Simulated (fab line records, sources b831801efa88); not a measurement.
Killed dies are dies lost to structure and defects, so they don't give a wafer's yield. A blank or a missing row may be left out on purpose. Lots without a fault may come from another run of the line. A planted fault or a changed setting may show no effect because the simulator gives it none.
Which tool did it? | flow sky130 | 14 lots, 42 wafers sampled, at 2 steps of a route of 708

WHAT THE GAUGES READ, wafer by wafer
The record holds no reading of a measuring or inspecting step that can be judged against a usual standard deviation.

WHICH TOOL RAN EACH LOT (tool, then ch and the chambers of the sampled wafers, then the start)
lot  | SKY_LOCAL_INTERCONNECT_METAL_ETCH_14 | SKY_LOCAL_INTERCONNECT_STRIP_15
L344 | rie_metal-03 ch 0,1, day 30 10:51    | plasma_asher-03 ch 0,1, day 30 10:54
L347 | rie_metal-02 ch 0,1, day 31 10:53    | plasma_asher-04 ch 0,1, day 31 10:56
L348 | rie_metal-04 ch 0,1, day 32 03:47    | plasma_asher-02 ch 0, day 32 03:50
L349 | rie_metal-03 ch 0,1, day 32 10:32    | plasma_asher-03 ch 0,1, day 32 10:35
L350 | rie_metal-03 ch 1, day 32 12:08      | plasma_asher-03 ch 0,1, day 32 12:14
L351 | rie_metal-03 ch 1, day 32 16:43      | plasma_asher-04 ch 1, day 32 16:49
L352 | rie_metal-03 ch 1, day 32 23:10      | plasma_asher-04 ch 0,1, day 32 23:16
L353 | rie_metal-02 ch 0,1, day 33 09:31    | plasma_asher-03 ch 0,1, day 33 09:34
L354 | rie_metal-02 ch 0,1, day 33 11:16    | plasma_asher-04 ch 1, day 33 11:19
L358 | rie_metal-02 ch 0,1, day 34 23:20    | plasma_asher-02 ch 1, day 34 23:23
L361 | rie_metal-02 ch 0,1, day 35 17:10    | plasma_asher-04 ch 0,1, day 35 17:13
L364 | rie_metal-04 ch 1, day 36 18:46      | plasma_asher-02 ch 0, day 36 18:52
L365 | rie_metal-04 ch 1, day 37 04:45      | plasma_asher-03 ch 0,1, day 37 04:52
L366 | rie_metal-03 ch 0,1, day 37 06:54    | plasma_asher-04 ch 0,1, day 37 06:57
- SKY_LOCAL_INTERCONNECT_METAL_ETCH_14: etches TiN in Cl2/BCl3, stops on PSG, target depth 110 nm, time 31.4 s.
- SKY_LOCAL_INTERCONNECT_STRIP_15: strips in O2/N2.

WHAT THE TOOLS THEMSELVES READ (means of the sampled wafers that have a number; where no wafer has one, the mark that the record gives instead)
SKY_LOCAL_INTERCONNECT_METAL_ETCH_14. Usual: bcl3_flow_sccm 29.99 sccm, standard deviation 0.089; bias_w 48.49 W, standard deviation 0.13; drypump_motor_current_A 5.8 A, standard deviation 0.37; oes_product_au 0.943 a.u., standard deviation 0.0078; throttle_valve_pct 21.899 %, standard deviation 0.011.
lot  | tool         | bcl3_flow_sccm (sccm) | bias_w (W) | drypump_motor_current_A (A) | oes_product_au (a.u.) | throttle_valve_pct (%) | flag
L344 | rie_metal-03 | 30.04                 | 48.44      | 6.2                         | 0.939                 | 21.891                 |
L347 | rie_metal-02 | 30.12                 | 48.45      | 5.4                         | 0.943                 | 21.893                 |
L348 | rie_metal-04 | 29.96                 | 48.52      | 5.5                         | 0.949                 | 21.894                 |
L349 | rie_metal-03 | 30.01                 | 48.36      | 6.3                         | 0.945                 | 21.906                 |
L350 | rie_metal-03 | 30.04                 | 48.28      | 6.0                         | 0.933                 | 21.903                 |
L351 | rie_metal-03 | 29.98                 | 48.41      | 6.0                         | 0.940                 | 21.902                 |
L352 | rie_metal-03 | 30.02                 | 48.57      | 6.0                         | 0.948                 | 21.901                 |
L353 | rie_metal-02 | 30.00                 | 48.58      | 5.6                         | 0.939                 | 21.903                 |
L354 | rie_metal-02 | 29.96                 | 48.60      | 5.6                         | 0.951                 | 21.899                 |
L358 | rie_metal-02 | 29.97                 | 69.30      | 5.5                         | 0.945                 | 21.903                 | OFF
L361 | rie_metal-02 | 29.90                 | 69.10      | 5.6                         | 0.940                 | 21.902                 | OFF
L364 | rie_metal-04 | 29.98                 | 48.52      | 5.5                         | 0.941                 | 21.890                 |
L365 | rie_metal-04 | 30.02                 | 48.65      | 5.5                         | 0.952                 | 21.889                 |
L366 | rie_metal-03 | 29.99                 | 48.54      | 6.3                         | 0.951                 | 21.900                 |

SKY_LOCAL_INTERCONNECT_STRIP_15. Usual: drypump_motor_current_A 5.91 A, standard deviation 0.28; oes_product_au 0.427 a.u., standard deviation 0.0046; strip_time_to_endpoint_s 4.724 s, standard deviation 0.025.
lot  | tool            | drypump_motor_current_A (A) | oes_product_au (a.u.) | strip_time_to_endpoint_s (s) | flag
L344 | plasma_asher-03 | 5.93                        | 0.429                 | 4.721                        |
L347 | plasma_asher-04 | 5.94                        | 0.427                 | 4.731                        |
L348 | plasma_asher-02 | 5.99                        | 0.426                 | 4.713                        |
L349 | plasma_asher-03 | 5.96                        | 0.425                 | 4.725                        |
L350 | plasma_asher-03 | 5.73                        | 0.425                 | 4.729                        |
L351 | plasma_asher-04 | 5.65                        | 0.425                 | 4.755                        |
L352 | plasma_asher-04 | 5.92                        | 0.428                 | 4.768                        |
L353 | plasma_asher-03 | 5.94                        | 0.425                 | 4.713                        |
L354 | plasma_asher-04 | 5.65                        | 0.429                 | 4.710                        |
L358 | plasma_asher-02 | 6.24                        | 0.423                 | 4.646                        | OFF
L361 | plasma_asher-04 | 5.93                        | 0.424                 | 4.659                        |
L364 | plasma_asher-02 | 6.00                        | 0.427                 | 4.700                        |
L365 | plasma_asher-03 | 5.95                        | 0.425                 | 4.706                        |
L366 | plasma_asher-04 | 5.96                        | 0.428                 | 4.731                        |

THE ANSWER, worked out from the rows above alone
Rule: a lot is off if the mean of its wafers that have a number lies more than 3 standard deviations from the usual mean. A lot without any number at a reading at which 4 lots or more have one is off too. The other lots that the step has rows for count as sound. The gauges are gone through in route order, then the tools' own readings, and for those a lot's mean is taken as printed above. The first step at which some lot is off is used, and at that step the reading that is off furthest; a lot without a number counts as furthest.
Off: L358, L361, at SKY_LOCAL_INTERCONNECT_METAL_ETCH_14 (bias_w).
A tool fits if, at that step or a process step before it, it ran every lot that is off, and no sound lot after the first of them. One fits: rie_metal-02 at SKY_LOCAL_INTERCONNECT_METAL_ETCH_14. Its last sound lot is L354 (day 33 11:16), its first lot that is off L358 (day 34 23:20): a fault that began between those two fits.
The tool's own readings at SKY_LOCAL_INTERCONNECT_METAL_ETCH_14 bear it out: on the lots that are off they differ by more than 5 times the standard deviation of the sound lots' means. bias_w reads 69.20 W there against 48.49 W on the sound lots.

WHAT THE SIMULATOR HAD PUT IN
Process parameter drift: rie_metal-02, from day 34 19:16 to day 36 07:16, at SKY_LOCAL_INTERCONNECT_METAL_ETCH_14. Setting bias_w, moved by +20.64, from 48.5. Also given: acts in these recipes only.
Lots struck among those shown: L358, L361. The rule above found the same.
